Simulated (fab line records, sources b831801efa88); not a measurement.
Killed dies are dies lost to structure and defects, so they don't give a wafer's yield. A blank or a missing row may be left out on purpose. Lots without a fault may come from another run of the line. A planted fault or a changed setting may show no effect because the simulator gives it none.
One fault seen from 2 desks | flow sky130 | each desk has only its own numbers; what lay behind them comes last

THE METROLOGY DESK
What the gauges read, lot by lot, whatever tool the lot ran on: means of the sampled wafers that have a number. A lot is out of limits, marked OUT, if its mean lies more than 4 standard deviations from the usual mean; the brackets give that distance.
Columns: A = NWELL_2_TW at SKY_NWELL_TW_MEAS_26, usual 493; B = POLY_GATE_CVD_03_THK at SKY_POLY_GATE_THK_MEAS_04, usual 75.4 nm
lot  | first seen here | A   | B
L521 | day 5 12:20     | 499 | 75.8
L522 | day 5 13:50     | 488 | 76.5
L523 | day 5 19:25     | 499 | 75.3
L525 | day 6 09:49     | 490 | 76.2
L528 | day 7 06:17     | 491 | 75.0
L530 | day 7 12:13     | 491 | 74.0
L535 | day 8 22:50     | 501 | 74.6
L537 | day 9 05:13     | 486 | 75.4
L539 | day 9 18:04     | 503 | 73.8
L540 | day 10 04:08    | 488 | 75.6
L541 | day 10 08:50    | 495 | 76.6
L542 | day 10 16:17    | 495 | 76.4
This desk's finding: nothing out of limits on any of the 12 lots.

THE TOOL OWNER'S DESK: litho_track-02
The tool's own readings at SKY_LDD_P_COAT_02 (resist thk 1140 nm): means of the sampled wafers that have a number, for each lot that ran on this tool. A lot is out of limits, marked OUT, if its mean lies more than 4 standard deviations from the usual mean; the brackets give that distance.
Columns: A = spin_speed_rpm at SKY_LDD_P_COAT_02, usual 2999.8 rpm
lot  | first seen here | A
L522 | day 18 20:52    | 2998.4
L525 | day 20 00:26    | 2999.1
L528 | day 21 12:24    | 3131.9 (+60) OUT
L530 | day 22 08:14    | 3130.0 (+59) OUT
L540 | day 25 13:08    | 3002.5
L541 | day 25 16:48    | 3001.1
This desk's finding: out of limits on L528, L530; first on L528, day 21 12:24 (spin_speed_rpm at SKY_LDD_P_COAT_02). In limits: L522, L525, L540, L541.

PUT TOGETHER
The tool owner's desk could have raised an alarm at day 21 12:24, on L528, L530.
The metrology desk saw nothing out of limits.
The metrology desk has L528, L530 on record, within its limits.
Of the lots named, all ran SKY_LDD_P_COAT_02 on litho_track-02.

WHAT THE SIMULATOR HAD PUT IN
Process parameter drift: litho_track-02, from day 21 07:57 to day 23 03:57, at SKY_LDD_P_COAT_02. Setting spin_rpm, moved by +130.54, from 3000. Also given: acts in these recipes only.
Lots struck among those shown: L528, L530.
Hours from the fault's start to each desk's first reading out of limits: the tool owner's desk, 4.
